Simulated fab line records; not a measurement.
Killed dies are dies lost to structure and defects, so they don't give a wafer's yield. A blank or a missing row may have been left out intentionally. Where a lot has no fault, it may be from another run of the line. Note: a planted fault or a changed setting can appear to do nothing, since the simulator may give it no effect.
What tool caused it? ; flow sky130 ; 11 lots, 33 wafers sampled, at 4 steps of a route of 708

== WHAT THE GAUGES READ, wafer by wafer ==
SKY_METAL2_OVL_MEAS_16. Usual: for METAL2_OVL the level is 1 nm and the standard deviation is 5.2.
lot;measured;on;METAL2_OVL (nm);flag
L175;day 36 18:16;overlay-01;-2 -3 -6;
L174;day 36 19:38;overlay-01;-1 1 8;
L180;day 39 08:59;overlay-01;4 3 3;
L181;day 39 10:59;overlay-02;-2 4 -1;
L183;day 39 11:59;overlay-01;-1 -1 2;
L190;day 40 21:52;overlay-02;10 10 4;
L191;day 41 01:43;overlay-01;-5 -4 -2;
L193;day 42 14:17;overlay-01;4 3 2;

== EACH LOT AND THE TOOL THAT RAN IT (in order: tool; ch and the chambers of the sampled wafers; start) ==
lot;SKY_CONTACT_CMP_27;SKY_VIA1_ETCH_15;SKY_VIA1_CMP_24
L175;cmp-01 ch 0,1, day 33 07:17;rieDiel-04 ch 1,3, day 35 14:10;cmp-02 ch 1,3, day 35 15:34
L174;cmp-02 ch 0,1,2, day 33 08:50;rieDiel-01 ch 1,3, day 35 15:38;cmp-02 ch 0,3, day 35 16:49
L180;cmp-02 ch 0,1,2, day 35 22:11;rieDiel-04 ch 0,2, day 38 05:08;cmp-01 ch 1,2,3, day 38 06:20
L181;cmp-02 ch 1,2, day 36 01:44;rieDiel-04 ch 0,1, day 38 08:18;cmp-02 ch 0,1, day 38 09:19
L183;cmp-01 ch 0,1,3, day 36 02:06;rieDiel-02 ch 0,2,3, day 38 08:39;cmp-01 ch 2,3, day 38 09:38
L186;cmp-01 ch 0,1,2, day 36 18:44;rieDiel-04 ch 1,3, day 39 00:31;cmp-01 ch 0,3, day 39 01:32
L187;cmp-02 ch 1,2,3, day 36 19:53;rieDiel-01 ch 0,3, day 39 02:01;cmp-01 ch 0,1, day 39 02:59
L188;cmp-02 ch 0,1, day 37 00:20;rieDiel-01 ch 0,1,3, day 39 05:26;cmp-01 ch 2,3, day 39 06:24
L190;cmp-02 ch 2,3, day 37 14:07;rieDiel-02 ch 1,2, day 39 19:31;cmp-02 ch 0,2,3, day 39 20:29
L191;cmp-01 ch 1,3, day 37 20:35;rieDiel-04 ch 0,1,2, day 40 01:00;cmp-01 ch 1,2,3, day 40 02:02
L193;cmp-02 ch 0,2,3, day 39 10:55;rieDiel-02 ch 0,1,3, day 41 13:31;cmp-02 ch 0,1,3, day 41 14:33
- SKY_CONTACT_CMP_27: polishes, stops on SiO2, t overpolish 15 s, target thk 0 nm.
- SKY_VIA1_ETCH_15: etches SiO2 in C4F8/O2/Ar, stops on TiN, target depth 351 nm, time 54 s.
- SKY_VIA1_CMP_24: polishes, stops on SiO2, t overpolish 15 s, target thk 0 nm.

== AS READ BY THE TOOLS THEMSELVES (means over the sampled wafers that have a number; for cases with no such wafer, the mark the record gives instead) ==
SKY_CONTACT_CMP_27. Usual: edgeZonePressureFrac 1.000, standard deviation 0.0048; headPressurePsi 3.501 psi, standard deviation 0.0071; motorCurrentA 10.6 A, standard deviation 0.65; overpolishRunS 15.001 s, standard deviation 0.0089; slurryFlowMlMin 150.0, standard deviation 0.52; timeToEndpointS 82.0 s, standard deviation 3.
lot;tool;edgeZonePressureFrac;headPressurePsi (psi);motorCurrentA (A);overpolishRunS (s);slurryFlowMlMin;timeToEndpointS (s);flag
L175;cmp-01;1.005;3.491;11.0;15.003;149.8;83.0;
L174;cmp-02;0.998;3.500;10.4;14.990;149.9;79.7;
L180;cmp-02;1.000;3.497;10.6;15.005;149.8;80.7;
L181;cmp-02;0.999;3.503;10.1;15.000;149.9;82.1;
L183;cmp-01;1.004;3.506;11.0;15.004;150.2;84.7;
L186;cmp-01;1.003;3.504;10.6;15.009;149.8;82.7;
L187;cmp-02;1.001;3.503;10.1;15.001;149.7;82.2;
L188;cmp-02;0.999;3.504;10.6;15.006;149.4;81.7;
L190;cmp-02;1.004;3.499;9.9;15.001;149.7;84.8;
L191;cmp-01;0.998;3.501;11.2;15.001;149.8;84.4;
L193;cmp-02;1.001;3.504;10.3;15.011;150.3;78.1;

SKY_VIA1_ETCH_15. Usual: chamberPressureMTorr 39.99 mTorr, standard deviation 0.038; oesProductAu 0.980 a.u., standard deviation 0.0077.
lot;tool;chamberPressureMTorr (mTorr);oesProductAu (a.u.);flag
L175;rieDiel-04;40.02;0.981;
L174;rieDiel-01;39.99;0.973;
L180;rieDiel-04;39.99;0.973;
L181;rieDiel-04;40.01;0.980;
L183;rieDiel-02;39.99;0.984;
L186;rieDiel-04;39.98;0.981;
L187;rieDiel-01;40.02;0.985;
L188;rieDiel-01;40.04;0.974;
L190;rieDiel-02;40.00;0.990;
L191;rieDiel-04;39.99;0.977;
L193;rieDiel-02;39.97;0.969;

SKY_VIA1_CMP_24. Usual: edgeZonePressureFrac 1.001, standard deviation 0.0049; headPressurePsi 3.501 psi, standard deviation 0.0082; motorCurrentA 10.6 A, standard deviation 0.67; overpolishRunS 15.000 s, standard deviation 0.0086; slurryFlowMlMin 150.0, standard deviation 0.48; timeToEndpointS 64.7 s, standard deviation 2.9.
lot;tool;edgeZonePressureFrac;headPressurePsi (psi);motorCurrentA (A);overpolishRunS (s);slurryFlowMlMin;timeToEndpointS (s);flag
L175;cmp-02;1.004;3.504;10.2;14.999;149.9;61.3;
L174;cmp-02;0.999;3.499;10.7;14.999;149.8;61.2;
L180;cmp-01;1.004;3.505;10.8;14.996;149.4;67.9;
L181;cmp-02;0.993;3.505;10.8;14.998;150.3;65.0;
L183;cmp-01;1.002;3.501;10.2;15.006;150.3;64.2;
L186;cmp-01;-;-;-;-;-;-;OFF
L187;cmp-01;-;-;-;-;-;-;OFF
L188;cmp-01;-;-;-;-;-;-;OFF
L190;cmp-02;1.006;3.501;10.4;14.993;149.6;60.5;
L191;cmp-01;1.001;3.501;10.9;15.000;150.2;66.2;
L193;cmp-02;0.999;3.503;10.9;15.002;149.8;64.4;

== THE ANSWER, worked out from the rows above alone ==
Rule: a lot counts as off when the mean over its wafers that have a number is more than 3 standard deviations away from the usual mean. Also off: a lot with no number at a reading for which 4 or more lots have one. Any other lot the step has rows for is counted as sound. The gauges are gone through in route order, then the tools' own readings, and for those a lot's mean is taken as printed above. At the first step where some lot is off, the reading lying furthest off is the one used; lots without a number count as furthest.
Off, at SKY_VIA1_CMP_24 on edgeZonePressureFrac: L186, L187, L188. Without a number there: L186, L187, L188.
A tool fits if, at that step or a process step before it, it ran every lot that is off, and no sound lot after the first of them. Of those tried, none fits.

== WHAT HAD BEEN PUT IN BY THE SIMULATOR ==
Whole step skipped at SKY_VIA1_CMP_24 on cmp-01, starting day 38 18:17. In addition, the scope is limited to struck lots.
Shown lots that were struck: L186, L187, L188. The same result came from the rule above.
